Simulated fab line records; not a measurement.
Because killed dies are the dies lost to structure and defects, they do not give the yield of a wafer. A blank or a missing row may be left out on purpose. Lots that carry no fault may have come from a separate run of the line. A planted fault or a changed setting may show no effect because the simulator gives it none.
fab line records | flow sky130
record: lots: 24 | wafers: 72 | last-day: 51
route steps=708 shown VT_ADJUST_NCORE@126 METAL2@489 CAPM@541 CAP2M@606 METAL4@630 VIA4@659
lots that met no fault: from a run of the same line without faults
start-h: the number of hours between the record's first day and the start of the first shown wafer of the lot | wait-h: time in hours since the lot's previous step | " identical to the entry in the row above | L1.1+2: a single row standing in for several wafers | - either no value or no given start | * or withheld: withheld | < > ~ a bound
route shown NAME@n: NAME is a module with steps in the file, n the number in the route of the first one | usual: mean/standard deviation of fault-free wafers | same: alike in all rows | chamber/n: place in a boat | sites: per-site readings | _std_site: standard deviation across them | _edge_site: inner sites' mean taken away from outer sites' mean | radius-mm: how far each site lies from the wafer's centre | mask NAME#n: copy n | behind: tool/chamber where the wafer was last shaped | hold: what put the lot on hold/how long, in hours/how the hold closed | device: which transistor (n, p or np) failed to switch | end of line: the tests these same wafers got at the end of their route | step lacking rows: just its recipe | killed: dies lost to structure and defects at the first sort, not the wafer's yield | map: dies across one wafer; x = killed, . = not, _ = none there
set.NAME: the setting as run; set.NAME@STEP: as run at that earlier step | model.NAME: the simulator's own value behind a step, which no gauge read
route steps across a sampled set of lots; one table per step, one row per wafer
== steps ==
step: SKY_VT_ADJUST_NCORE_CD_MEAS_07
recipe: target-cd-nm: 380
usual: cd-nm: 379.3/2.5
lot.wafer | tool      | chamber | start-h | wait-h | cd-nm
L074.1    | cd-sem-01 | -       | 171.90  | 0.1    | 378.4
L074.2    | "         | -       | "       | "      | 377.4
L074.4    | "         | -       | "       | "      | 378.5
L075.1    | cd-sem-01 | -       | 190.34  | 0.1    | 382.5
L075.3    | "         | -       | "       | "      | 382.5
L075.6    | "         | -       | "       | "      | 383.5
L076.3    | cd-sem-01 | -       | 207.40  | 0.1    | 376.4
L076.4    | "         | -       | "       | "      | 377.2
L076.6    | "         | -       | "       | "      | 381.8
L078.2    | cd-sem-01 | -       | 210.26  | 0.1    | 383.2
L078.3    | "         | -       | "       | "      | 380.2
L078.5    | "         | -       | "       | "      | 381.2
L077.1    | cd-sem-01 | -       | 211.00  | 0.1    | 379.1
L077.4    | "         | -       | "       | "      | 378.4
L077.5    | "         | -       | "       | "      | 379.2
L079.1    | cd-sem-01 | -       | 225.30  | 0.1    | 378.0
L079.4    | "         | -       | "       | "      | 380.0
L079.5    | "         | -       | "       | "      | 378.4
L080.1    | cd-sem-01 | -       | 238.25  | 0.1    | 377.9
L080.4    | "         | -       | "       | "      | 376.8
L080.6    | "         | -       | "       | "      | 374.4
L082.2    | cd-sem-02 | -       | 245.25  | 0.1    | 382.5
L082.3    | "         | -       | "       | "      | 383.3
L082.6    | "         | -       | "       | "      | 379.4
L081.1    | cd-sem-02 | -       | 246.30  | 0.1    | 374.6
L081.2    | "         | -       | "       | "      | 378.2
L081.5    | "         | -       | "       | "      | 378.7
L083.1    | cd-sem-01 | -       | 247.20  | 0.1    | 376.1
L083.2    | "         | -       | "       | "      | 380.0
L083.6    | "         | -       | "       | "      | 379.8
L084.3    | cd-sem-01 | -       | 249.03  | 0.1    | 377.3
L084.4    | "         | -       | "       | "      | 377.2
L084.6    | "         | -       | "       | "      | 375.9
L086.1    | cd-sem-01 | -       | 267.65  | 0.1    | 381.0
L086.4    | "         | -       | "       | "      | 380.6
L086.6    | "         | -       | "       | "      | 381.2
L085.1    | cd-sem-01 | -       | 268.98  | 0.1    | 378.2
L085.5    | "         | -       | "       | "      | 381.5
L085.6    | "         | -       | "       | "      | 378.9
L087.1    | cd-sem-02 | -       | 275.73  | 0.1    | 373.3
L087.4    | "         | -       | "       | "      | 374.7
L087.6    | "         | -       | "       | "      | 376.4
L088.1    | cd-sem-01 | -       | 283.45  | 0.1    | 381.7
L088.2    | "         | -       | "       | "      | 381.2
L088.6    | "         | -       | "       | "      | 383.3
L089.1    | cd-sem-01 | -       | 289.28  | 0.1    | 383.1
L089.4    | "         | -       | "       | "      | 381.9
L089.6    | "         | -       | "       | "      | 385.8
L090.3    | cd-sem-02 | -       | 291.97  | 0.1    | 377.9
L090.4    | "         | -       | "       | "      | 376.0
L090.5    | "         | -       | "       | "      | 376.4
L091.2    | cd-sem-02 | -       | 302.05  | 0.1    | 378.6
L091.4    | "         | -       | "       | "      | 379.3
L091.5    | "         | -       | "       | "      | 380.5
L092.3    | cd-sem-02 | -       | 306.85  | 0.1    | 379.9
L092.4    | "         | -       | "       | "      | 384.0
L092.6    | "         | -       | "       | "      | 382.8
L093.1    | cd-sem-01 | -       | 313.36  | 0.1    | 375.9
L093.5    | "         | -       | "       | "      | 378.6
L093.6    | "         | -       | "       | "      | 379.5
L094.1    | cd-sem-01 | -       | 324.28  | 0.1    | 380.3
L094.3    | "         | -       | "       | "      | 379.7
L094.4    | "         | -       | "       | "      | 376.8
L095.3    | cd-sem-01 | -       | 330.82  | 0.1    | 380.0
L095.4    | "         | -       | "       | "      | 380.3
L095.5    | "         | -       | "       | "      | 377.2
L096.1    | cd-sem-02 | -       | 338.88  | 0.1    | 377.4
L096.3    | "         | -       | "       | "      | 379.3
L096.5    | "         | -       | "       | "      | 379.3
L097.2    | cd-sem-02 | -       | 353.83  | 0.1    | 377.4
L097.5    | "         | -       | "       | "      | 378.3
L097.6    | "         | -       | "       | "      | 378.3
step: SKY_METAL2_THK_MEAS_06
recipe: thk-meas-gauge: xrf | reads: AlCu_of_METAL2_SPUTTER_02
usual: METAL2_ALCU_THK: 245.8/2.4
lot.wafer | tool          | chamber | start-h | wait-h | METAL2_ALCU_THK[nm]
L074.1    | film-metro-01 | -       | 777.56  | 0.1    | 248.1
L074.2    | "             | -       | "       | "      | 245.6
L074.4    | "             | -       | "       | "      | 250.5
L075.1    | film-metro-03 | -       | 801.55  | 0.1    | 246.7
L075.3    | "             | -       | "       | "      | 245.7
L075.6    | "             | -       | "       | "      | 245.8
L076.3    | film-metro-03 | -       | 821.07  | 0.1    | 242.8
L076.4    | "             | -       | "       | "      | 241.5
L076.6    | "             | -       | "       | "      | 239.1
L078.2    | film-metro-03 | -       | 824.78  | 0.1    | 245.8
L078.3    | "             | -       | "       | "      | 247.5
L078.5    | "             | -       | "       | "      | 247.8
L077.1    | film-metro-04 | -       | 828.90  | 0.1    | 242.6
L077.4    | "             | -       | "       | "      | 245.8
L077.5    | "             | -       | "       | "      | 243.4
L079.1    | film-metro-04 | -       | 848.21  | 0.1    | 244.7
L079.4    | "             | -       | "       | "      | 248.9
L079.5    | "             | -       | "       | "      | 248.7
L080.1    | film-metro-04 | -       | 864.53  | 0.1    | 246.1
L080.4    | "             | -       | "       | "      | 246.8
L080.6    | "             | -       | "       | "      | 247.3
L082.2    | film-metro-01 | -       | 864.94  | 0.1    | 246.2
L082.3    | "             | -       | "       | "      | 244.3
L082.6    | "             | -       | "       | "      | 245.7
L081.1    | film-metro-01 | -       | 868.98  | 0.1    | 247.2
L081.2    | "             | -       | "       | "      | 244.4
L081.5    | "             | -       | "       | "      | 248.2
L083.1    | film-metro-04 | -       | 870.57  | 0.1    | 243.4
L083.2    | "             | -       | "       | "      | 242.9
L083.6    | "             | -       | "       | "      | 242.4
L084.3    | film-metro-03 | -       | 872.70  | 0.1    | 244.2
L084.4    | "             | -       | "       | "      | 244.3
L084.6    | "             | -       | "       | "      | 242.1
L087.1    | film-metro-01 | -       | 913.47  | 0.1    | 247.1
L087.4    | "             | -       | "       | "      | 248.4
L087.6    | "             | -       | "       | "      | 246.6
L086.1    | film-metro-04 | -       | 915.34  | 0.1    | 241.9
L086.4    | "             | -       | "       | "      | 241.7
L086.6    | "             | -       | "       | "      | 245.5
L085.1    | film-metro-03 | -       | 915.64  | 0.1    | 245.4
L085.5    | "             | -       | "       | "      | 245.4
L085.6    | "             | -       | "       | "      | 244.3
L088.1    | film-metro-01 | -       | 917.54  | 0.1    | 243.8
L088.2    | "             | -       | "       | "      | 244.8
L088.6    | "             | -       | "       | "      | 244.5
L090.3    | film-metro-01 | -       | 919.64  | 0.1    | 246.2
L090.4    | "             | -       | "       | "      | 247.4
L090.5    | "             | -       | "       | "      | 246.6
L089.1    | film-metro-04 | -       | 919.69  | 0.1    | 246.5
L089.4    | "             | -       | "       | "      | 247.3
L089.6    | "             | -       | "       | "      | 244.4
L091.2    | film-metro-03 | -       | 920.92  | 0.1    | 243.0
L091.4    | "             | -       | "       | "      | 245.0
L091.5    | "             | -       | "       | "      | 245.2
L092.3    | film-metro-01 | -       | 924.29  | 0.1    | 247.8
L092.4    | "             | -       | "       | "      | 244.9
L092.6    | "             | -       | "       | "      | 248.9
L093.1    | film-metro-04 | -       | 936.84  | 0.1    | 245.4
L093.5    | "             | -       | "       | "      | 248.2
L093.6    | "             | -       | "       | "      | 244.8
L094.1    | film-metro-04 | -       | 946.93  | 0.1    | 246.6
L094.3    | "             | -       | "       | "      | 246.9
L094.4    | "             | -       | "       | "      | 247.3
L095.3    | film-metro-04 | -       | 947.25  | 0.1    | 251.3
L095.4    | "             | -       | "       | "      | 251.2
L095.5    | "             | -       | "       | "      | 252.3
L096.1    | film-metro-04 | -       | 953.01  | 0.1    | 242.0
L096.3    | "             | -       | "       | "      | 243.7
L096.5    | "             | -       | "       | "      | 243.8
L097.2    | film-metro-04 | -       | 967.24  | 0.1    | 248.0
L097.5    | "             | -       | "       | "      | 247.6
L097.6    | "             | -       | "       | "      | 245.9
step: SKY_CAPM_THK_MEAS_04
recipe: thk-meas-gauge: xrf | reads: TiN_of_CAPM_SPUTTER_02
usual: CAPM_TIN_THK: 201.6/1.8
lot.wafer | tool          | chamber | start-h | wait-h | CAPM_TIN_THK[nm]
L074.1    | film-metro-02 | -       | 835.69  | 0.1    | 202.4
L074.2    | "             | -       | "       | "      | 202.3
L074.4    | "             | -       | "       | "      | 201.5
L075.1    | film-metro-01 | -       | 858.69  | 0.1    | 202.7
L075.3    | "             | -       | "       | "      | 200.9
L075.6    | "             | -       | "       | "      | 200.4
L076.3    | film-metro-02 | -       | 877.33  | 0.1    | 202.8
L076.4    | "             | -       | "       | "      | 202.5
L076.6    | "             | -       | "       | "      | 202.4
L078.2    | film-metro-02 | -       | 879.99  | 0.1    | 204.8
L078.3    | "             | -       | "       | "      | 205.6
L078.5    | "             | -       | "       | "      | 204.3
L077.1    | film-metro-04 | -       | 884.59  | 0.1    | 202.1
L077.4    | "             | -       | "       | "      | 199.2
L077.5    | "             | -       | "       | "      | 202.8
L079.1    | film-metro-04 | -       | 903.64  | 0.1    | 203.5
L079.4    | "             | -       | "       | "      | 202.1
L079.5    | "             | -       | "       | "      | 203.5
L080.1    | film-metro-04 | -       | 918.72  | 0.1    | 202.8
L080.4    | "             | -       | "       | "      | 203.1
L080.6    | "             | -       | "       | "      | 202.2
L082.2    | film-metro-04 | -       | 919.09  | 0.1    | 205.1
L082.3    | "             | -       | "       | "      | 202.2
L082.6    | "             | -       | "       | "      | 202.5
L081.1    | film-metro-04 | -       | 923.52  | 0.1    | 201.1
L081.2    | "             | -       | "       | "      | 201.5
L081.5    | "             | -       | "       | "      | 202.2
L083.1    | film-metro-04 | -       | 924.17  | 0.1    | 201.4
L083.2    | "             | -       | "       | "      | 203.7
L083.6    | "             | -       | "       | "      | 201.8
L084.3    | film-metro-04 | -       | 926.41  | 0.1    | 201.2
L084.4    | "             | -       | "       | "      | 198.1
L084.6    | "             | -       | "       | "      | 199.6
L087.1    | film-metro-01 | -       | 965.40  | 0.1    | 201.3
L087.4    | "             | -       | "       | "      | 201.6
L087.6    | "             | -       | "       | "      | 202.4
L086.1    | film-metro-02 | -       | 967.44  | 0.1    | 204.7
L086.4    | "             | -       | "       | "      | 203.0
L086.6    | "             | -       | "       | "      | 205.5
L085.1    | film-metro-02 | -       | 968.11  | 0.1    | 200.2
L085.5    | "             | -       | "       | "      | 199.3
L085.6    | "             | -       | "       | "      | 198.6
L088.1    | film-metro-04 | -       | 969.99  | 0.1    | 199.3
L088.2    | "             | -       | "       | "      | 201.0
L088.6    | "             | -       | "       | "      | 200.4
L090.3    | film-metro-01 | -       | 972.03  | 0.1    | 202.5
L090.4    | "             | -       | "       | "      | 204.6
L090.5    | "             | -       | "       | "      | 202.1
L089.1    | film-metro-04 | -       | 972.82  | 0.1    | 198.5
L089.4    | "             | -       | "       | "      | 201.1
L089.6    | "             | -       | "       | "      | 200.7
L091.2    | film-metro-04 | -       | 973.13  | 0.1    | 200.7
L091.4    | "             | -       | "       | "      | 199.3
L091.5    | "             | -       | "       | "      | 200.6
L092.3    | film-metro-02 | -       | 976.00  | 0.1    | 198.5
L092.4    | "             | -       | "       | "      | 198.6
L092.6    | "             | -       | "       | "      | 198.7
L093.1    | film-metro-01 | -       | 988.56  | 0.1    | 201.0
L093.5    | "             | -       | "       | "      | 200.4
L093.6    | "             | -       | "       | "      | 200.9
L094.1    | film-metro-02 | -       | 998.07  | 0.1    | 204.4
L094.3    | "             | -       | "       | "      | 204.2
L094.4    | "             | -       | "       | "      | 203.3
L095.3    | film-metro-04 | -       | 998.97  | 0.1    | 201.2
L095.4    | "             | -       | "       | "      | 202.3
L095.5    | "             | -       | "       | "      | 201.0
L096.1    | film-metro-04 | -       | 1003.98 | 0.1    | 200.1
L096.3    | "             | -       | "       | "      | 200.6
L096.5    | "             | -       | "       | "      | 197.4
L097.2    | film-metro-01 | -       | 1016.88 | 0.1    | 204.7
L097.5    | "             | -       | "       | "      | 202.2
L097.6    | "             | -       | "       | "      | 203.3
step: SKY_CAP2M_RS_MEAS_03
recipe: thk-meas-gauge: four-point-probe | reads: TiN_of_CAP2M_SPUTTER_02
usual: CAP2M_TIN_RS: 6.92/0.069
lot.wafer | tool          | chamber | start-h | wait-h | CAP2M_TIN_RS[ohm/sq]
L074.1    | film-metro-04 | -       | 917.07  | 0.1    | 6.91
L074.2    | "             | -       | "       | "      | 6.96
L074.4    | "             | -       | "       | "      | 6.93
L075.1    | film-metro-01 | -       | 938.69  | 0.1    | 6.77
L075.3    | "             | -       | "       | "      | 6.77
L075.6    | "             | -       | "       | "      | 6.78
L076.3    | film-metro-04 | -       | 955.75  | 0.1    | 6.97
L076.4    | "             | -       | "       | "      | 6.99
L076.6    | "             | -       | "       | "      | 6.95
L078.2    | film-metro-01 | -       | 957.85  | 0.1    | 6.83
L078.3    | "             | -       | "       | "      | 6.85
L078.5    | "             | -       | "       | "      | 6.80
L077.1    | film-metro-04 | -       | 962.49  | 0.1    | 6.97
L077.4    | "             | -       | "       | "      | 6.88
L077.5    | "             | -       | "       | "      | 6.92
L079.1    | film-metro-03 | -       | 980.50  | 0.1    | 6.84
L079.4    | "             | -       | "       | "      | 6.90
L079.5    | "             | -       | "       | "      | 6.89
L080.1    | film-metro-04 | -       | 994.62  | 0.1    | 6.89
L080.4    | "             | -       | "       | "      | 6.96
L080.6    | "             | -       | "       | "      | 7.00
L082.2    | film-metro-03 | -       | 995.59  | 0.1    | 6.82
L082.3    | "             | -       | "       | "      | 6.90
L082.6    | "             | -       | "       | "      | 6.94
L081.1    | film-metro-04 | -       | 999.16  | 0.1    | 6.95
L081.2    | "             | -       | "       | "      | 7.01
L081.5    | "             | -       | "       | "      | 6.97
L083.1    | film-metro-03 | -       | 999.83  | 0.1    | 6.82
L083.2    | "             | -       | "       | "      | 6.91
L083.6    | "             | -       | "       | "      | 6.92
L084.3    | film-metro-01 | -       | 1002.28 | 0.1    | 6.93
L084.4    | "             | -       | "       | "      | 6.93
L084.6    | "             | -       | "       | "      | 6.93
L087.1    | film-metro-01 | -       | 1037.91 | 0.1    | 6.86
L087.4    | "             | -       | "       | "      | 6.94
L087.6    | "             | -       | "       | "      | 6.93
L086.1    | film-metro-04 | -       | 1039.06 | 0.1    | 7.00
L086.4    | "             | -       | "       | "      | 6.98
L086.6    | "             | -       | "       | "      | 6.94
L085.1    | film-metro-03 | -       | 1042.13 | 0.1    | 7.02
L085.5    | "             | -       | "       | "      | 7.11
L085.6    | "             | -       | "       | "      | 6.98
L088.1    | film-metro-01 | -       | 1043.58 | 0.1    | 6.95
L088.2    | "             | -       | "       | "      | 6.93
L088.6    | "             | -       | "       | "      | 6.96
L090.3    | film-metro-04 | -       | 1045.06 | 0.1    | 6.99
L090.4    | "             | -       | "       | "      | 6.98
L090.5    | "             | -       | "       | "      | 6.92
L089.1    | film-metro-04 | -       | 1046.89 | 0.1    | 6.93
L089.4    | "             | -       | "       | "      | 7.05
L089.6    | "             | -       | "       | "      | 6.87
L091.2    | film-metro-04 | -       | 1047.28 | 0.1    | 6.99
L091.4    | "             | -       | "       | "      | 6.89
L091.5    | "             | -       | "       | "      | 6.94
L092.3    | film-metro-01 | -       | 1049.10 | 0.1    | 6.94
L092.4    | "             | -       | "       | "      | 7.00
L092.6    | "             | -       | "       | "      | 7.03
L093.1    | film-metro-04 | -       | 1060.20 | 0.1    | 7.02
L093.5    | "             | -       | "       | "      | 7.08
L093.6    | "             | -       | "       | "      | 6.98
L094.1    | film-metro-01 | -       | 1069.41 | 0.1    | 6.90
L094.3    | "             | -       | "       | "      | 6.90
L094.4    | "             | -       | "       | "      | 6.81
L095.3    | film-metro-04 | -       | 1069.92 | 0.1    | 6.89
L095.4    | "             | -       | "       | "      | 6.86
L095.5    | "             | -       | "       | "      | 6.91
L096.1    | film-metro-01 | -       | 1073.96 | 0.1    | 6.83
L096.3    | "             | -       | "       | "      | 6.87
L096.5    | "             | -       | "       | "      | 6.87
L097.2    | film-metro-01 | -       | 1086.43 | 0.1    | 6.96
L097.5    | "             | -       | "       | "      | 6.92
L097.6    | "             | -       | "       | "      | 6.84
step: SKY_METAL4_OVL_MEAS_14
usual: METAL4_OVL: 1/6
lot.wafer | tool       | chamber | start-h | wait-h | METAL4_OVL[nm]
L074.1    | overlay-01 | -       | 966.33  | 0.1    | 11
L074.2    | "          | -       | "       | "      | 10
L074.4    | "          | -       | "       | "      | 11
L075.1    | overlay-02 | -       | 987.49  | 0.1    | -1
L075.3    | "          | -       | "       | "      | 5
L075.6    | "          | -       | "       | "      | -2
L076.3    | overlay-02 | -       | 1003.47 | 0.1    | 8
L076.4    | "          | -       | "       | "      | 0
L076.6    | "          | -       | "       | "      | 4
L078.2    | overlay-01 | -       | 1003.99 | 0.1    | 1
L078.3    | "          | -       | "       | "      | 1
L078.5    | "          | -       | "       | "      | 0
L077.1    | overlay-02 | -       | 1009.85 | 0.1    | -3
L077.4    | "          | -       | "       | "      | -6
L077.5    | "          | -       | "       | "      | 0
L079.1    | overlay-01 | -       | 1026.44 | 0.1    | 13
L079.4    | "          | -       | "       | "      | 8
L079.5    | "          | -       | "       | "      | 5
L080.1    | overlay-02 | -       | 1041.17 | 0.1    | 3
L080.4    | "          | -       | "       | "      | 0
L080.6    | "          | -       | "       | "      | -1
L082.2    | overlay-01 | -       | 1041.87 | 0.1    | -14
L082.3    | "          | -       | "       | "      | -11
L082.6    | "          | -       | "       | "      | -10
L081.1    | overlay-01 | -       | 1045.52 | 0.1    | 10
L081.2    | "          | -       | "       | "      | 0
L081.5    | "          | -       | "       | "      | 13
L083.1    | overlay-02 | -       | 1046.41 | 0.1    | 3
L083.2    | "          | -       | "       | "      | 7
L083.6    | "          | -       | "       | "      | -6
L084.3    | overlay-02 | -       | 1047.57 | 0.1    | 4
L084.4    | "          | -       | "       | "      | 1
L084.6    | "          | -       | "       | "      | 8
L087.1    | overlay-02 | -       | 1080.26 | 0.1    | -5
L087.4    | "          | -       | "       | "      | -8
L087.6    | "          | -       | "       | "      | -7
L086.1    | overlay-02 | -       | 1081.87 | 0.1    | 2
L086.4    | "          | -       | "       | "      | 6
L086.6    | "          | -       | "       | "      | 10
L085.1    | overlay-02 | -       | 1083.82 | 0.1    | -2
L085.5    | "          | -       | "       | "      | 2
L085.6    | "          | -       | "       | "      | -7
L088.1    | overlay-01 | -       | 1086.14 | 0.1    | 3
L088.2    | "          | -       | "       | "      | -3
L088.6    | "          | -       | "       | "      | 1
L090.3    | overlay-01 | -       | 1087.45 | 0.1    | 1
L090.4    | "          | -       | "       | "      | -2
L090.5    | "          | -       | "       | "      | -3
L089.1    | overlay-01 | -       | 1088.86 | 0.1    | 2
L089.4    | "          | -       | "       | "      | -2
L089.6    | "          | -       | "       | "      | 2
L091.2    | overlay-02 | -       | 1090.28 | 0.1    | -2
L091.4    | "          | -       | "       | "      | -8
L091.5    | "          | -       | "       | "      | -6
L092.3    | overlay-01 | -       | 1091.88 | 0.1    | 0
L092.4    | "          | -       | "       | "      | 3
L092.6    | "          | -       | "       | "      | -4
L093.1    | overlay-01 | -       | 1102.06 | 0.1    | 6
L093.5    | "          | -       | "       | "      | 1
L093.6    | "          | -       | "       | "      | 10
L094.1    | overlay-01 | -       | 1111.57 | 0.1    | -5
L094.3    | "          | -       | "       | "      | 3
L094.4    | "          | -       | "       | "      | -3
L095.3    | overlay-01 | -       | 1112.30 | 0.1    | -5
L095.4    | "          | -       | "       | "      | 4
L095.5    | "          | -       | "       | "      | -3
L096.1    | overlay-01 | -       | 1115.12 | 0.1    | -8
L096.3    | "          | -       | "       | "      | -2
L096.5    | "          | -       | "       | "      | -9
L097.2    | overlay-01 | -       | 1127.36 | 0.1    | 6
L097.5    | "          | -       | "       | "      | -5
L097.6    | "          | -       | "       | "      | 1
step: SKY_VIA4_THK_MEAS_20
recipe: thk-meas-gauge: xrf | reads: W_of_VIA4_CVD_18
usual: VIA4_W_THK: 511/11
lot.wafer | tool          | chamber | start-h | wait-h | VIA4_W_THK[nm]
L074.1    | film-metro-02 | -       | 991.92  | 0.1    | 493
L074.2    | "             | -       | "       | "      | 505
L074.4    | "             | -       | "       | "      | 501
L075.1    | film-metro-03 | -       | 1012.90 | 0.1    | 514
L075.3    | "             | -       | "       | "      | 506
L075.6    | "             | -       | "       | "      | 510
L076.3    | film-metro-03 | -       | 1028.91 | 0.1    | 501
L076.4    | "             | -       | "       | "      | 506
L076.6    | "             | -       | "       | "      | 504
L078.2    | film-metro-02 | -       | 1029.16 | 0.1    | 506
L078.3    | "             | -       | "       | "      | 506
L078.5    | "             | -       | "       | "      | 503
L077.1    | film-metro-04 | -       | 1035.11 | 0.1    | 509
L077.4    | "             | -       | "       | "      | 515
L077.5    | "             | -       | "       | "      | 514
L079.1    | film-metro-03 | -       | 1051.90 | 0.1    | 497
L079.4    | "             | -       | "       | "      | 497
L079.5    | "             | -       | "       | "      | 509
L080.1    | film-metro-02 | -       | 1063.74 | 0.1    | 504
L080.4    | "             | -       | "       | "      | 512
L080.6    | "             | -       | "       | "      | 537
L082.2    | film-metro-03 | -       | 1065.08 | 0.1    | 505
L082.3    | "             | -       | "       | "      | 504
L082.6    | "             | -       | "       | "      | 503
L081.1    | film-metro-04 | -       | 1068.67 | 0.1    | 498
L081.2    | "             | -       | "       | "      | 504
L081.5    | "             | -       | "       | "      | 509
L083.1    | film-metro-03 | -       | 1070.00 | 0.1    | 501
L083.2    | "             | -       | "       | "      | 504
L083.6    | "             | -       | "       | "      | 504
L084.3    | film-metro-03 | -       | 1070.53 | 0.1    | 532
L084.4    | "             | -       | "       | "      | 509
L084.6    | "             | -       | "       | "      | 521
L087.1    | film-metro-03 | -       | 1102.86 | 0.1    | 507
L087.4    | "             | -       | "       | "      | 506
L087.6    | "             | -       | "       | "      | 504
L086.1    | film-metro-04 | -       | 1104.95 | 0.1    | 510
L086.4    | "             | -       | "       | "      | 503
L086.6    | "             | -       | "       | "      | 526
L085.1    | film-metro-02 | -       | 1106.93 | 0.1    | 517
L085.5    | "             | -       | "       | "      | 532
L085.6    | "             | -       | "       | "      | 503
L088.1    | film-metro-04 | -       | 1108.57 | 0.1    | 523
L088.2    | "             | -       | "       | "      | 511
L088.6    | "             | -       | "       | "      | 526
L090.3    | film-metro-04 | -       | 1110.40 | 0.1    | 496
L090.4    | "             | -       | "       | "      | 527
L090.5    | "             | -       | "       | "      | 499
L089.1    | film-metro-04 | -       | 1111.36 | 0.1    | 518
L089.4    | "             | -       | "       | "      | 520
L089.6    | "             | -       | "       | "      | 502
L091.2    | film-metro-03 | -       | 1113.18 | 0.1    | 497
L091.4    | "             | -       | "       | "      | 498
L091.5    | "             | -       | "       | "      | 508
L092.3    | film-metro-04 | -       | 1114.88 | 0.1    | 508
L092.4    | "             | -       | "       | "      | 515
L092.6    | "             | -       | "       | "      | 510
L093.1    | film-metro-03 | -       | 1124.02 | 0.1    | 507
L093.5    | "             | -       | "       | "      | 518
L093.6    | "             | -       | "       | "      | 526
L094.1    | film-metro-03 | -       | 1133.79 | 0.1    | 531
L094.3    | "             | -       | "       | "      | 506
L094.4    | "             | -       | "       | "      | 530
L095.3    | film-metro-04 | -       | 1134.67 | 0.1    | 505
L095.4    | "             | -       | "       | "      | 510
L095.5    | "             | -       | "       | "      | 501
L096.1    | film-metro-02 | -       | 1137.65 | 0.1    | 511
L096.3    | "             | -       | "       | "      | 513
L096.5    | "             | -       | "       | "      | 508
L097.2    | film-metro-03 | -       | 1148.39 | 0.1    | 512
L097.5    | "             | -       | "       | "      | 517
L097.6    | "             | -       | "       | "      | 512
== key ==
fault none
